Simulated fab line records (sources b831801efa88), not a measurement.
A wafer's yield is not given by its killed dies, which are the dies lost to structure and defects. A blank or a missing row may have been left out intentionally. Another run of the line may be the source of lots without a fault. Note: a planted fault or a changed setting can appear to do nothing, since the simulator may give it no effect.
The tool behind it: which one? -- flow gf180mcu -- Sampling: 6 lots, 18 wafers, 2 of 602 route steps

## WHAT THE GAUGES READ, wafer by wafer
GF_M3_RS_MEAS_05: measures by four-point-probe.
lot,measured,on,M3_ALCU_RS (ohm/sq)
L745,day 20 21:53,film_metro-04,0.0709 0.0706 0.0701
L747,day 21 10:25,film_metro-01,0.0692 0.0692 0.0696
L749,day 22 07:52,film_metro-02,0.0689 0.0691 0.0686
L759,day 26 01:35,film_metro-02,0.0692 0.0698 0.0699
L762,day 26 20:48,film_metro-02,0.0691 0.0699 0.0696
L765,day 27 19:46,film_metro-04,0.0701 0.0703 0.0702

## WHICH TOOL RAN EACH LOT (tool, then ch and the chambers of the sampled wafers, then the start)
lot,GF_M3_SPUTTER_01
L745,"pvd_sputter-04, day 20 21:43"
L747,"pvd_sputter-01, day 21 10:17"
L749,"pvd_sputter-02, day 22 07:44"
L759,"pvd_sputter-02, day 26 01:26"
L762,"pvd_sputter-02, day 26 20:41"
L765,"pvd_sputter-04, day 27 19:39"
- GF_M3_SPUTTER_01: material TiN, target thk 30 nm, time 25 s.

## THE ANSWER, worked out from the rows above alone
Rule: the lots themselves supply what counts as usual. Put in order of their means at a reading, lots are off if they are a third of the lots or fewer, leave a main group of 4 or more, and stand apart from it by a gap of 3 or more times the standard deviation of the main group's means; of several such gaps the widest counts. If all means in a main group match to the digits the tables above print for the reading, that group is not used. Also off: a lot with no number at a reading for which 4 or more lots have one. All remaining lots with rows at the step are treated as sound.
No lot is off on any of the readings shown, so nothing can be concluded from this.

## WHAT THE SIMULATOR HAD PUT IN
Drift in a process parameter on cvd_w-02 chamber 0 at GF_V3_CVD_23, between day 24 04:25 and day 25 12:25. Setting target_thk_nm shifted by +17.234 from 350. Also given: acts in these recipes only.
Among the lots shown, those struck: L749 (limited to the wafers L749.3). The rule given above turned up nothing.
